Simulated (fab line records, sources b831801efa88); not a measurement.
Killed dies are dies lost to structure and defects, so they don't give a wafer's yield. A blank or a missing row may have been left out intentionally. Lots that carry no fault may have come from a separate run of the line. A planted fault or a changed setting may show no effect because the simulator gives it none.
A struck lot beside a sound one :: flow gf180mcu :: 14 steps out of a route of 602
Sound: wafers L106.1, L106.4, L106.6. Wafers L105.1, L105.2, L105.5 were the ones struck. The cause is given at the end.
Each step with rows lists, per side, the tool, then ch with its chambers, then its first start. Under that, the readings that differ: sound wafers :: struck wafers :: difference of the means :: sigmas: that difference in standard deviations of wafers without a fault.
alike: words and numbers the same on both sides, and readings whose means are apart by under 2 such deviations; not compared: readings that were withheld, readings missing a value for some wafer, numbers with overlapping values and no deviation given by the record, and bounds like >300 which may hide the same value.
Wherever a step has rows on one side only, a row that says differs or no value, or a row with sigmas, the two part there. When numbers do not overlap yet have no deviation, they are printed without sigmas and do not part them. A reading missing from all wafers of one side parts the sides only when that side holds two or more wafers.

first, 1 step without rows for these wafers: GF_V4_CVD_00 (deposits SiO2, target thk 600 nm, time 100 s).
GF_V4_THK_MEAS_01:
  struck on filmMetro-02, day 28 11:43; sound on filmMetro-02, day 28 22:05
  alike: V4_CVD_00_THK
GF_V4_CVD_02: deposits SiO2 from TEOS, target thk 850 nm, time 94.851 s.
  sound on pecvd-02 ch 0,1,2, day 28 22:09; struck on pecvd-01 ch 0,1,2, day 28 11:46
  alike: heaterPowerW
GF_V4_THK_MEAS_03:
  struck on filmMetro-01, day 28 11:50; sound on filmMetro-03, day 28 22:13
  alike: V4_CVD_02_THK
GF_V4_CMP_04: polishes SiO2.
  sound on cmp-02 ch 0,3, day 28 22:20; struck on cmp-01 ch 0,3, day 28 12:04
reading: motorCurrentA (A)
sound: 13.6 13.9 13.5
struck: 10.5 12.4 11.0
difference: -2.4
sigmas: -2
  alike: timeToEndpointS
GF_V4_BOW_MEAS_05:
  struck on filmMetro-03, day 28 12:19; sound on filmMetro-02, day 28 22:38
  alike: V4_BOW
then, 6 steps without rows for these wafers: GF_V4_DEHYDRATE_06 (time 60 s); GF_V4_HMDS_07 (prime time 60 s); GF_V4_COAT_08; GF_V4_COAT_09 (resist thk 1000 nm); GF_V4_SOFTBAKE_10 (time 60 s); GF_V4_EXPOSE_11 (exposes mask Via4, target cd 260 nm).
GF_V4_PEB_12: peb time 90 s.
  sound on lithoTrack-04 ch 0, day 29 16:50; struck on lithoTrack-01, day 29 07:40
  no value came back on the struck wafers for chillPlateTempC (C), exhaustPa (Pa); on the sound wafers chillPlateTempC (C) reads 23.08 23.02 23.04
then, 1 step without rows for these wafers: GF_V4_DEVELOP_13 (develop time 60 s).

== WHERE THEY PART ==
First at GF_V4_CMP_04; last, within this record, at GF_V4_PEB_12.

WHY: what had been put in by the simulator
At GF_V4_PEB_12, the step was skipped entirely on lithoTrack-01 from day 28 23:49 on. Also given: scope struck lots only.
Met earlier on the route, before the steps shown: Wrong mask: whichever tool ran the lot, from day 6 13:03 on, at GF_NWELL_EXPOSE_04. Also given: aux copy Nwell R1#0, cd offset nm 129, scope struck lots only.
